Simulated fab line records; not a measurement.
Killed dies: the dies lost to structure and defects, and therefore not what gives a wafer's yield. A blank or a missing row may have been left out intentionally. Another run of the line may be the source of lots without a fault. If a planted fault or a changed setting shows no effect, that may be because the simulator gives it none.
fab line records	flow sky130
[record] lots = 14	wafers = 42	last-day = 50
route steps=708 shown GATE_OXIDE@189 POLY_GATE@227 POLY_CUT@311 SD_P@328 PAD_OPEN@708
lots that met no fault: from a run of the same line without faults
start-h: hours from the record's first day to the start of the lot's first wafer shown	wait-h: time in hours since the lot's previous step	" same as the row above	L1.1+2: a row that stands for several wafers	- value missing, or start not given	* or withheld: withheld	< > ~ a bound
route shown NAME@n: names a module that has steps shown in the file, with the first one's number in the route	usual: the fault-free wafers' mean and standard deviation	same: alike in all rows	chamber/n: place in a boat	sites: readings site by site	_std_site: their standard deviation	_edge_site: mean of outer sites minus mean of inner sites	radius-mm: how far each site lies from the wafer's centre	mask NAME#n: copy n	behind: the last tool/chamber to shape the wafer	hold: why the lot went on hold/how many hours it stayed there/how the hold came to an end	device: the transistor (n, p or np) that didn't switch	end of line: at the end of the route, the tests of the same wafers	step lacking rows: just its recipe	killed: dies lost to structure and defects at the first sort, not the wafer's yield	map: a wafer's dies, x killed, . not, _ none there
set.NAME: the setting the step ran with; set.NAME@STEP: the setting that earlier step ran with	model.NAME: the simulator's own value behind a step, which no gauge read
the route's steps for a sample of lots (tables are steps, rows are wafers)
[[steps]]
[step SKY_GATE_OXIDE_THK_MEAS_02]
[recipe] reads = SiO2_of_GATE_OXIDE_OXIDATION_01
[usual] GATE_OXIDE_OXIDATION_00_THK = 10.14/0.27
lot.wafer	tool	chamber	start-h	wait-h	GATE_OXIDE_OXIDATION_00_THK[nm]
L807.1	film-metro-04	-	280.61	0.0	10.11
L807.3	"	-	"	"	10.20
L807.6	"	-	"	"	10.22
L810.2	film-metro-03	-	305.28	0.0	10.20
L810.4	"	-	"	"	10.27
L810.6	"	-	"	"	10.31
L812.2	film-metro-04	-	320.21	0.0	9.90
L812.3	"	-	"	"	10.07
L812.6	"	-	"	"	10.15
L813.2	film-metro-03	-	335.62	0.0	10.27
L813.5	"	-	"	"	10.07
L813.6	"	-	"	"	10.14
L814.2	film-metro-04	-	338.81	0.0	10.21
L814.3	"	-	"	"	10.39
L814.6	"	-	"	"	10.28
L816.1	film-metro-03	-	358.73	0.0	10.24
L816.2	"	-	"	"	10.20
L816.6	"	-	"	"	10.25
L818.2	film-metro-03	-	369.33	0.0	10.64
L818.3	"	-	"	"	10.67
L818.6	"	-	"	"	10.61
L819.2	film-metro-04	-	376.65	0.0	10.45
L819.4	"	-	"	"	10.43
L819.6	"	-	"	"	10.56
L825.2	film-metro-02	-	439.89	0.0	9.71
L825.3	"	-	"	"	9.81
L825.6	"	-	"	"	9.92
L826.2	film-metro-04	-	449.43	0.0	9.87
L826.5	"	-	"	"	10.04
L826.6	"	-	"	"	10.03
L827.1	film-metro-03	-	451.72	0.0	9.62
L827.4	"	-	"	"	9.78
L827.5	"	-	"	"	10.00
L828.2	film-metro-02	-	459.91	0.0	10.51
L828.4	"	-	"	"	10.42
L828.5	"	-	"	"	10.57
L830.1	film-metro-03	-	466.08	0.0	9.94
L830.3	"	-	"	"	10.11
L830.6	"	-	"	"	10.00
L829.1	film-metro-04	-	472.84	0.0	10.12
L829.5	"	-	"	"	10.15
L829.6	"	-	"	"	10.12
[step SKY_POLY_GATE_CD_MEAS_13]
[recipe] target-cd-nm = 150
[usual] cd-nm = 150.3/1.4
lot.wafer	tool	chamber	start-h	wait-h	cd-nm
L807.1	cd-sem-01	-	363.84	-	150.4
L807.3	"	-	"	"	149.5
L807.6	"	-	"	"	150.8
L810.2	cd-sem-02	-	394.86	-	148.3
L810.4	"	-	"	"	148.1
L810.6	"	-	"	"	149.0
L812.2	cd-sem-02	-	410.39	-	151.5
L812.3	"	-	"	"	150.9
L812.6	"	-	"	"	151.2
L813.2	cd-sem-01	-	426.39	-	150.8
L813.5	"	-	"	"	149.4
L813.6	"	-	"	"	149.8
L814.2	cd-sem-01	-	432.91	-	150.9
L814.3	"	-	"	"	150.5
L814.6	"	-	"	"	151.2
L816.1	cd-sem-01	-	453.32	-	148.8
L816.2	"	-	"	"	148.5
L816.6	"	-	"	"	147.6
L818.2	cd-sem-02	-	465.04	-	150.7
L818.3	"	-	"	"	151.8
L818.6	"	-	"	"	152.1
L819.2	cd-sem-01	-	472.87	-	150.5
L819.4	"	-	"	"	151.5
L819.6	"	-	"	"	150.1
L825.2	cd-sem-02	-	539.34	-	149.5
L825.3	"	-	"	"	149.8
L825.6	"	-	"	"	149.5
L826.2	cd-sem-02	-	546.79	-	149.7
L826.5	"	-	"	"	149.7
L826.6	"	-	"	"	149.2
L827.1	cd-sem-01	-	548.02	-	147.8
L827.4	"	-	"	"	149.4
L827.5	"	-	"	"	148.0
L828.2	cd-sem-01	-	557.37	-	151.9
L828.4	"	-	"	"	151.3
L828.5	"	-	"	"	150.9
L830.1	cd-sem-01	-	562.57	-	151.2
L830.3	"	-	"	"	149.5
L830.6	"	-	"	"	150.0
L829.1	cd-sem-02	-	569.74	-	149.4
L829.5	"	-	"	"	150.3
L829.6	"	-	"	"	151.5
[step SKY_POLY_CUT_SOFTBAKE_04]
[recipe] temp-c = 100	time-s = 90	resist = KrF-thick
[usual] chill-plate-temp-C = 23.01/0.11	heater-power-total-W = 57.35/0.11	plate-temp-C = 99.99/0.14
lot.wafer	tool	chamber	start-h	wait-h	chill-plate-temp-C	heater-power-total-W	plate-temp-C
L807.1	litho-track-02	0	536	-	23.20	57.23	100.08
L807.3	"	0	"	"	22.91	57.42	99.88
L807.6	"	0	"	"	23.10	57.14	100.08
L810.2	litho-track-04	0	569	-	23.14	57.49	100.16
L810.4	"	0	"	"	23.05	57.49	100.07
L810.6	"	0	"	"	23.01	57.31	100.03
L812.2	litho-track-02	0	586	-	23.01	57.24	100.29
L812.3	"	0	"	"	23.10	57.22	100.12
L812.6	"	0	"	"	22.96	57.43	100.32
L813.2	litho-track-02	0	599	-	23.01	57.46	99.72
L813.5	"	0	"	"	23.10	57.59	99.83
L813.6	"	0	"	"	23.17	57.49	99.86
L814.2	litho-track-04	0	604	-	22.96	57.45	99.85
L814.3	"	0	"	"	22.97	57.46	99.88
L814.6	"	0	"	"	22.88	57.37	99.87
L816.1	litho-track-02	0	623	-	23.00	57.56	99.97
L816.2	"	0	"	"	23.04	57.16	99.75
L816.6	"	0	"	"	22.90	57.18	99.82
L818.2	litho-track-04	0	636	-	22.94	57.33	99.95
L818.3	"	0	"	"	23.11	57.28	99.86
L818.6	"	0	"	"	23.03	57.39	99.91
L819.2	litho-track-04	0	642	-	22.98	57.34	100.01
L819.4	"	0	"	"	23.19	57.21	100.07
L819.6	"	0	"	"	23.08	57.15	100.15
L825.2	litho-track-02	0	705	-	22.86	61.05	104.39
L825.3	"	0	"	"	22.85	60.79	104.45
L825.6	"	0	"	"	22.89	60.86	104.45
L826.2	litho-track-04	0	711	-	22.90	57.36	100.05
L826.5	"	0	"	"	23.16	57.46	99.89
L826.6	"	0	"	"	23.14	57.49	99.98
L827.1	litho-track-02	0	713	-	22.95	60.71	104.25
L827.4	"	0	"	"	22.84	61.05	104.36
L827.5	"	0	714	-	22.85	61.16	104.41
L828.2	litho-track-02	0	720	-	22.92	60.90	104.62
L828.4	"	0	"	"	22.83	60.84	104.86
L828.5	"	0	"	"	22.74	60.88	104.67
L830.1	litho-track-04	0	729	-	23.01	57.52	99.89
L830.3	"	0	"	"	22.96	57.25	99.79
L830.6	"	0	"	"	22.97	57.30	99.87
L829.1	litho-track-04	0	732	-	23.03	57.41	99.88
L829.5	"	0	"	"	23.14	57.40	99.88
L829.6	"	0	"	"	23.06	57.23	99.86
[step SKY_SD_P_OVL_MEAS_08]
[usual] SD_P_OVL = -0.3/1.2
lot.wafer	tool	chamber	start-h	wait-h	SD_P_OVL[nm]
L807.1	overlay-02	-	581.39	0.1	0.0
L807.3	"	-	"	"	0.1
L807.6	"	-	"	"	-1.8
L810.2	overlay-01	-	614.05	0.1	-1.8
L810.4	"	-	"	"	-1.5
L810.6	"	-	"	"	-0.7
L812.2	overlay-01	-	630.72	0.1	-1.5
L812.3	"	-	"	"	0.1
L812.6	"	-	"	"	-0.8
L813.2	overlay-02	-	644.00	0.1	1.2
L813.5	"	-	"	"	0.5
L813.6	"	-	"	"	-0.9
L814.2	overlay-02	-	647.95	0.1	-1.1
L814.3	"	-	"	"	-0.7
L814.6	"	-	"	"	-0.4
L816.1	overlay-01	-	666.76	0.1	-0.8
L816.2	"	-	"	"	-0.9
L816.6	"	-	"	"	-1.5
L818.2	overlay-01	-	678.85	0.1	-0.3
L818.3	"	-	"	"	0.1
L818.6	"	-	"	"	-1.3
L819.2	overlay-02	-	685.62	0.1	-1.3
L819.4	"	-	"	"	0.7
L819.6	"	-	"	"	0.7
L825.2	overlay-01	-	747.12	0.1	-2.3
L825.3	"	-	"	"	-1.8
L825.6	"	-	"	"	-0.1
L826.2	overlay-01	-	751.92	0.1	-0.6
L826.5	"	-	"	"	-2.2
L826.6	"	-	"	"	-1.8
L827.1	overlay-02	-	754.44	0.1	-2.0
L827.4	"	-	"	"	-2.7
L827.5	"	-	"	"	-0.8
L828.2	overlay-01	-	761.70	0.1	-1.1
L828.4	"	-	"	"	-3.0
L828.5	"	-	"	"	-2.3
L830.1	overlay-01	-	770.54	0.1	1.6
L830.3	"	-	"	"	1.8
L830.6	"	-	"	"	1.0
L829.1	overlay-02	-	773.29	0.1	0.1
L829.5	"	-	"	"	1.3
L829.6	"	-	"	"	-3.0
[step SKY_PAD_OPEN_PROBE_99]
[usual] killed_at_M0_to_M3 = 44/7.3	killed_at_M4_up = 3.1/1.6	killed-at-contacts = 24/5.4	killed-at-front-end = 15/4	killed-at-other = 0.2/0.49	killed-dies = 86/10	killed-on-rim = 17/3.7	killed-open = 48/7.3	killed-short = 38/6.3
[same] gross-dies = 492	killed-at-back-side = 0
lot.wafer	tool	chamber	start-h	wait-h	killed_at_M0_to_M3	killed_at_M4_up	killed-at-contacts	killed-at-front-end	killed-at-other	killed-dies	killed-on-rim	killed-open	killed-short
L807.1	prober-02	-	1069.33	0.1	47	3	20	13	0	83	14	43	40
L807.3	prober-02	-	1069.43	0.2	48	3	29	9	0	89	13	47	42
L807.6	prober-02	-	1069.58	0.2	37	2	18	16	0	73	15	39	34
L810.2	prober-01	-	1091.59	0.1	32	3	30	10	1	76	20	41	35
L810.4	prober-01	-	1091.69	0.2	35	6	18	12	0	71	18	39	32
L810.6	prober-01	-	1091.79	0.2	43	4	19	10	1	77	15	45	32
L812.2	prober-01	-	1105.24	0.1	32	3	21	14	0	70	12	36	34
L812.3	prober-01	-	1105.29	0.2	36	3	21	16	0	76	17	48	28
L812.6	prober-01	-	1105.44	0.2	36	5	17	18	0	76	18	47	29
L813.2	prober-02	-	1113.47	0.1	34	1	10	13	1	59	8	33	26
L813.5	prober-02	-	1113.62	0.2	43	2	26	12	0	83	18	54	29
L813.6	prober-02	-	1113.67	0.2	45	5	34	19	0	103	25	59	44
L814.2	prober-01	-	1116.20	0.1	45	2	24	18	0	89	11	52	37
L814.3	prober-01	-	1116.25	0.2	33	3	17	21	1	75	13	38	37
L814.6	prober-01	-	1116.40	0.2	52	2	11	18	0	83	23	46	37
L816.1	prober-01	-	1127.79	0.1	41	4	18	13	0	76	9	38	38
L816.2	prober-01	-	1127.84	0.1	45	5	28	9	0	87	15	43	44
L816.6	prober-01	-	1128.04	0.2	43	6	18	13	0	80	21	34	46
L818.2	prober-01	-	1136.65	0.1	38	4	29	11	0	82	14	41	41
L818.3	prober-01	-	1136.70	0.2	47	4	23	15	1	90	20	59	31
L818.6	prober-01	-	1136.85	0.2	51	1	23	15	0	90	15	52	38
L819.2	prober-02	-	1144.06	0.1	43	2	22	13	0	80	18	48	32
L819.4	prober-02	-	1144.16	0.2	48	4	29	23	0	104	15	60	44
L819.6	prober-02	-	1144.26	0.2	25	2	29	14	0	70	16	45	25
L825.2	prober-01	-	1182.42	0.1	40	5	24	18	0	87	13	59	28
L825.3	prober-01	-	1182.47	0.2	46	3	23	14	0	86	19	47	39
L825.6	prober-01	-	1182.62	0.2	49	2	23	12	0	86	21	52	34
L826.2	prober-01	-	1185.85	0.1	39	7	31	11	0	88	17	47	41
L826.5	prober-01	-	1186.00	0.2	46	4	34	15	1	100	24	65	35
L826.6	prober-01	-	1186.05	0.2	40	3	30	23	0	96	18	52	44
L827.1	prober-01	-	1187.58	0.1	38	1	25	13	0	77	10	50	27
L827.4	prober-01	-	1187.73	0.2	45	3	18	25	1	92	11	52	40
L827.5	prober-01	-	1187.78	0.2	45	4	34	13	0	96	18	57	39
L828.2	prober-02	-	1192.10	0.1	36	3	21	14	0	74	11	39	35
L828.4	prober-02	-	1192.20	0.2	40	4	18	20	1	83	17	48	35
L828.5	prober-02	-	1192.25	0.2	34	2	22	15	0	73	15	42	31
L830.1	prober-01	-	1195.39	0.1	50	2	26	8	0	86	18	54	32
L830.3	prober-01	-	1195.49	0.2	53	6	23	12	0	94	17	58	36
L830.6	prober-01	-	1195.64	0.2	44	3	19	16	1	83	13	49	34
L829.1	prober-02	-	1197.62	0.1	44	5	25	20	0	94	19	54	40
L829.5	prober-02	-	1197.82	0.2	42	2	20	7	0	71	16	40	31
L829.6	prober-02	-	1197.87	0.2	41	3	21	16	1	82	17	50	32
// killed by level:class
L807.1 VIA1:geometric-particle:open=10 CONTACT:geometric-particle:open=9 CONTACT:geometric-particle:short=7 METAL2:geometric-particle:short=5 POLY_GATE:geometric-particle:open=5 VIA2:geometric-particle:short=5 METAL3:geometric-particle:short=5 FIELD_ISO:geometric-particle:open=4
L807.3 VIA1:geometric-particle:open=15 LI_CONTACT:geometric-particle:open=9 VIA1:geometric-particle:short=9 CONTACT:geometric-particle:open=8 METAL2:geometric-particle:short=5 VIA3:geometric-particle:open=5 LOCAL_INTERCONNECT:geometric-particle:short=5 VIA3:geometric-particle:short=4
L807.6 VIA1:geometric-particle:open=10 CONTACT:geometric-particle:open=9 CONTACT:geometric-particle:short=6 VIA1:geometric-particle:short=6 VIA3:geometric-particle:open=6 FIELD_ISO:geometric-particle:open=4 POLY_GATE:geometric-particle:open=3 METAL1:geometric-particle:short=3
L810.2 CONTACT:geometric-particle:open=13 LI_CONTACT:geometric-particle:open=8 VIA1:geometric-particle:open=6 POLY_GATE:geometric-particle:short=5 METAL1:geometric-particle:short=5 METAL2:geometric-particle:short=5 CONTACT:geometric-particle:short=4 VIA2:geometric-particle:open=4
L810.4 CONTACT:geometric-particle:open=16 METAL2:geometric-particle:short=7 POLY_GATE:geometric-particle:open=5 METAL4:geometric-particle:short=5 METAL1:geometric-particle:short=4 VIA1:geometric-particle:open=4 VIA1:geometric-particle:short=4 VIA2:geometric-particle:short=4
L810.6 VIA1:geometric-particle:open=14 CONTACT:geometric-particle:open=8 VIA3:geometric-particle:short=7 VIA3:geometric-particle:open=6 LI_CONTACT:geometric-particle:open=6 CONTACT:geometric-particle:short=3 VIA1:geometric-particle:short=3 METAL3:geometric-particle:short=3
L812.2 CONTACT:geometric-particle:open=8 METAL1:geometric-particle:short=8 LI_CONTACT:geometric-particle:open=7 FIELD_ISO:geometric-particle:short=6 VIA1:geometric-particle:open=6 METAL2:geometric-particle:short=4 POLY_GATE:geometric-particle:open=4 CONTACT:geometric-particle:short=4
L812.3 LI_CONTACT:geometric-particle:open=10 VIA3:geometric-particle:open=8 FIELD_ISO:geometric-particle:open=6 VIA2:geometric-particle:open=6 CONTACT:geometric-particle:open=5 METAL1:geometric-particle:short=5 FIELD_ISO:geometric-particle:short=4 VIA1:geometric-particle:open=4
L812.6 LI_CONTACT:geometric-particle:open=8 VIA2:geometric-particle:open=8 VIA3:geometric-particle:open=6 VIA1:geometric-particle:open=6 FIELD_ISO:geometric-particle:open=5 POLY_GATE:geometric-particle:open=4 FIELD_ISO:geometric-particle:short=3 POLY_GATE:geometric-particle:short=3
L813.2 VIA1:geometric-particle:open=10 FIELD_ISO:geometric-particle:open=7 LI_CONTACT:geometric-particle:open=4 VIA1:geometric-particle:short=4 METAL3:geometric-particle:short=4 LI_CONTACT:geometric-particle:short=3 CONTACT:geometric-particle:open=3 VIA3:geometric-particle:open=3
L813.5 VIA1:geometric-particle:open=13 CONTACT:geometric-particle:open=8 VIA3:geometric-particle:open=8 VIA2:geometric-particle:open=7 LI_CONTACT:geometric-particle:open=6 CONTACT:geometric-particle:short=4 METAL3:geometric-particle:short=4 SPACER:geometric-particle:short=3
L813.6 LI_CONTACT:geometric-particle:open=12 VIA1:geometric-particle:open=12 VIA2:geometric-particle:open=12 CONTACT:geometric-particle:open=9 FIELD_ISO:geometric-particle:short=7 CONTACT:geometric-particle:short=7 POLY_GATE:geometric-particle:open=6 METAL1:geometric-particle:short=6
L814.2 VIA1:geometric-particle:open=11 POLY_GATE:geometric-particle:open=10 VIA2:geometric-particle:open=8 LI_CONTACT:geometric-particle:open=7 METAL1:geometric-particle:short=6 LI_CONTACT:geometric-particle:short=5 VIA3:geometric-particle:open=5 CONTACT:geometric-particle:open=5
L814.3 POLY_GATE:geometric-particle:short=7 CONTACT:geometric-particle:open=7 LI_CONTACT:geometric-particle:open=6 METAL1:geometric-particle:short=6 FIELD_ISO:geometric-particle:open=5 VIA2:geometric-particle:open=5 POLY_GATE:geometric-particle:open=4 METAL2:geometric-particle:short=4
L814.6 VIA1:geometric-particle:open=13 METAL1:geometric-particle:short=10 VIA2:geometric-particle:open=6 VIA3:geometric-particle:open=6 FIELD_ISO:geometric-particle:short=5 LI_CONTACT:geometric-particle:open=5 METAL3:geometric-particle:short=5 POLY_GATE:geometric-particle:open=4
L816.1 VIA1:geometric-particle:open=10 CONTACT:geometric-particle:open=6 METAL1:geometric-particle:short=5 VIA2:geometric-particle:open=5 FIELD_ISO:geometric-particle:short=4 LI_CONTACT:geometric-particle:open=4 LOCAL_INTERCONNECT:geometric-particle:short=4 VIA1:geometric-particle:short=4
L816.2 VIA2:geometric-particle:open=10 VIA1:geometric-particle:open=10 CONTACT:geometric-particle:open=8 CONTACT:geometric-particle:short=7 METAL2:geometric-particle:short=6 LI_CONTACT:geometric-particle:short=5 LI_CONTACT:geometric-particle:open=4 LOCAL_INTERCONNECT:geometric-particle:short=4
L816.6 METAL1:geometric-particle:short=9 VIA1:geometric-particle:short=9 CONTACT:geometric-particle:open=6 FIELD_ISO:geometric-particle:short=5 VIA2:geometric-particle:open=5 METAL3:geometric-particle:short=5 METAL4:geometric-particle:short=5 VIA1:geometric-particle:open=4
L818.2 VIA1:geometric-particle:open=11 LI_CONTACT:geometric-particle:open=7 CONTACT:geometric-particle:open=7 CONTACT:geometric-particle:short=7 LI_CONTACT:geometric-particle:short=4 POLY_GATE:geometric-particle:short=4 METAL1:geometric-particle:short=4 METAL3:geometric-particle:short=4
L818.3 VIA1:geometric-particle:open=14 CONTACT:geometric-particle:open=11 VIA3:geometric-particle:short=7 VIA3:geometric-particle:open=7 FIELD_ISO:geometric-particle:open=4 POLY_GATE:geometric-particle:open=4 LI_CONTACT:geometric-particle:open=4 VIA2:geometric-particle:open=4
L818.6 VIA1:geometric-particle:open=12 CONTACT:geometric-particle:open=11 VIA2:geometric-particle:open=8 POLY_GATE:geometric-particle:open=6 METAL1:geometric-particle:short=6 VIA2:geometric-particle:short=6 LI_CONTACT:geometric-particle:open=5 METAL2:geometric-particle:short=4
L819.2 CONTACT:geometric-particle:open=12 VIA1:geometric-particle:open=10 METAL1:geometric-particle:short=5 VIA3:geometric-particle:open=4 METAL3:geometric-particle:short=4 SPACER:geometric-particle:open=4 LI_CONTACT:geometric-particle:open=4 CONTACT:geometric-particle:short=4
L819.4 VIA1:geometric-particle:open=17 LI_CONTACT:geometric-particle:open=10 VIA2:geometric-particle:open=8 POLY_GATE:geometric-particle:open=7 CONTACT:geometric-particle:short=7 VIA1:geometric-particle:short=7 POLY_GATE:geometric-particle:short=4 SPACER:geometric-particle:short=4
L819.6 CONTACT:geometric-particle:open=14 VIA1:geometric-particle:open=13 CONTACT:geometric-particle:short=8 POLY_GATE:geometric-particle:open=5 LI_CONTACT:geometric-particle:open=4 METAL1:geometric-particle:short=4 FIELD_ISO:geometric-particle:open=3 POLY_GATE:geometric-particle:short=3
L825.2 VIA1:geometric-particle:open=14 CONTACT:geometric-particle:open=11 POLY_GATE:geometric-particle:open=7 VIA2:geometric-particle:open=5 VIA3:geometric-particle:open=5 LI_CONTACT:geometric-particle:open=4 CONTACT:geometric-particle:short=4 METAL2:geometric-particle:short=4
L825.3 VIA1:geometric-particle:open=14 CONTACT:geometric-particle:open=9 FIELD_ISO:geometric-particle:open=5 LOCAL_INTERCONNECT:geometric-particle:short=5 VIA1:geometric-particle:short=5 METAL2:geometric-particle:short=4 VIA3:geometric-particle:open=4 VIA3:geometric-particle:short=4
L825.6 VIA1:geometric-particle:open=11 VIA2:geometric-particle:open=10 CONTACT:geometric-particle:open=7 VIA3:geometric-particle:open=6 METAL1:geometric-particle:short=5 FIELD_ISO:geometric-particle:short=4 FIELD_ISO:geometric-particle:open=4 VIA1:geometric-particle:short=4
L826.2 LI_CONTACT:geometric-particle:open=12 METAL2:geometric-particle:short=8 CONTACT:geometric-particle:open=7 METAL1:geometric-particle:short=6 LOCAL_INTERCONNECT:geometric-particle:short=5 CONTACT:geometric-particle:short=5 VIA1:geometric-particle:short=5 VIA2:geometric-particle:open=5
L826.5 CONTACT:geometric-particle:open=14 VIA1:geometric-particle:open=10 VIA2:geometric-particle:open=10 LI_CONTACT:geometric-particle:open=8 VIA3:geometric-particle:open=8 CONTACT:geometric-particle:short=7 POLY_GATE:geometric-particle:open=5 METAL2:geometric-particle:short=4
L826.6 VIA1:geometric-particle:open=13 CONTACT:geometric-particle:open=11 FIELD_ISO:geometric-particle:open=8 LOCAL_INTERCONNECT:geometric-particle:short=6 FIELD_ISO:geometric-particle:short=5 VIA2:geometric-particle:open=5 LI_CONTACT:geometric-particle:short=4 CONTACT:geometric-particle:short=4
L827.1 CONTACT:geometric-particle:open=14 VIA1:geometric-particle:open=13 VIA3:geometric-particle:open=6 LI_CONTACT:geometric-particle:open=5 FIELD_ISO:geometric-particle:open=4 METAL1:geometric-particle:short=4 VIA1:geometric-particle:short=4 VIA2:geometric-particle:open=4
L827.4 VIA1:geometric-particle:open=14 CONTACT:geometric-particle:open=9 VIA2:geometric-particle:open=7 POLY_GATE:geometric-particle:short=6 METAL1:geometric-particle:short=6 VIA1:geometric-particle:short=6 FIELD_ISO:geometric-particle:short=5 LI_CONTACT:geometric-particle:open=4
L827.5 CONTACT:geometric-particle:open=13 VIA1:geometric-particle:open=12 VIA2:geometric-particle:open=8 LI_CONTACT:geometric-particle:open=7 LOCAL_INTERCONNECT:geometric-particle:short=7 VIA3:geometric-particle:open=6 POLY_GATE:geometric-particle:short=6 METAL1:geometric-particle:short=4
L828.2 VIA1:geometric-particle:open=11 CONTACT:geometric-particle:open=8 CONTACT:geometric-particle:short=6 FIELD_ISO:geometric-particle:open=5 VIA1:geometric-particle:short=5 FIELD_ISO:geometric-particle:short=4 VIA2:geometric-particle:short=4 VIA3:geometric-particle:open=4
L828.4 VIA2:geometric-particle:open=9 VIA3:geometric-particle:open=8 METAL1:geometric-particle:short=7 POLY_GATE:geometric-particle:open=6 VIA1:geometric-particle:open=6 LOCAL_INTERCONNECT:geometric-particle:short=4 CONTACT:geometric-particle:short=4 CONTACT:geometric-particle:open=4
L828.5 CONTACT:geometric-particle:open=9 VIA1:geometric-particle:open=7 FIELD_ISO:geometric-particle:open=6 VIA1:geometric-particle:short=6 VIA3:geometric-particle:open=5 LOCAL_INTERCONNECT:geometric-particle:short=4 METAL2:geometric-particle:short=4 VIA2:geometric-particle:open=4
L830.1 VIA1:geometric-particle:open=12 LI_CONTACT:geometric-particle:open=10 CONTACT:geometric-particle:open=10 VIA2:geometric-particle:open=10 VIA3:geometric-particle:open=8 METAL1:geometric-particle:short=6 VIA1:geometric-particle:short=4 VIA3:geometric-particle:short=4
L830.3 VIA1:geometric-particle:open=11 LI_CONTACT:geometric-particle:open=9 VIA2:geometric-particle:open=9 CONTACT:geometric-particle:open=8 VIA3:geometric-particle:open=8 METAL2:geometric-particle:short=7 POLY_GATE:geometric-particle:short=4 POLY_GATE:geometric-particle:open=4
L830.6 VIA1:geometric-particle:open=10 VIA2:geometric-particle:open=9 VIA3:geometric-particle:open=7 CONTACT:geometric-particle:short=6 POLY_GATE:geometric-particle:open=5 LI_CONTACT:geometric-particle:open=5 LI_CONTACT:geometric-particle:short=4 VIA1:geometric-particle:short=4
L829.1 VIA1:geometric-particle:open=14 CONTACT:geometric-particle:open=11 VIA3:geometric-particle:open=6 LI_CONTACT:geometric-particle:open=5 METAL2:geometric-particle:open=5 METAL4:geometric-particle:short=5 FIELD_ISO:geometric-particle:open=4 CONTACT:geometric-particle:short=4
L829.5 VIA1:geometric-particle:open=11 CONTACT:geometric-particle:open=7 VIA2:geometric-particle:open=6 VIA3:geometric-particle:open=6 METAL1:geometric-particle:short=5 LOCAL_INTERCONNECT:geometric-particle:short=4 POLY_GATE:geometric-particle:open=3 LI_CONTACT:geometric-particle:short=3
L829.6 CONTACT:geometric-particle:open=9 VIA1:geometric-particle:open=9 VIA3:geometric-particle:open=6 POLY_GATE:geometric-particle:open=6 LI_CONTACT:geometric-particle:open=6 VIA1:geometric-particle:short=6 METAL1:geometric-particle:short=4 CONTACT:geometric-particle:short=4
[[key]]
[first-sign] step = SKY_POLY_CUT_SOFTBAKE_04	reading = heater-power-total-W	direction = up	sigmas = 32	usual = *	struck = *
[effect] step = SKY_POLY_CUT_SOFTBAKE_04	reading = plate-temp-C	direction = up	sigmas = 31	usual = *	struck = *
met-at SKY_POLY_CUT_SOFTBAKE_04
struck-lots L825,L827,L828
tester-left-out L825,L827,L828
not-acting-at SKY_GATE_OXIDE_THK_MEAS_02,SKY_POLY_GATE_CD_MEAS_13,SKY_SD_P_OVL_MEAS_08
onset-between 623 705
[fault] kind = process-parameter-drift	tool = litho-track-02	chamber = -	onset-h = 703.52	steps = SKY_POLY_CUT_SOFTBAKE_04	channel = temp-c	offset = *	shape = step	end-h = 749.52	acts-in = *	stated = *
// tester-left-out: of these lots the tester's yield and bins aren't shown, on N5 and GAA mostly nor the transistor test; their killed dies are dies lost to structure and defects alone, not to doping, threshold or leakage, so they don't give the yield
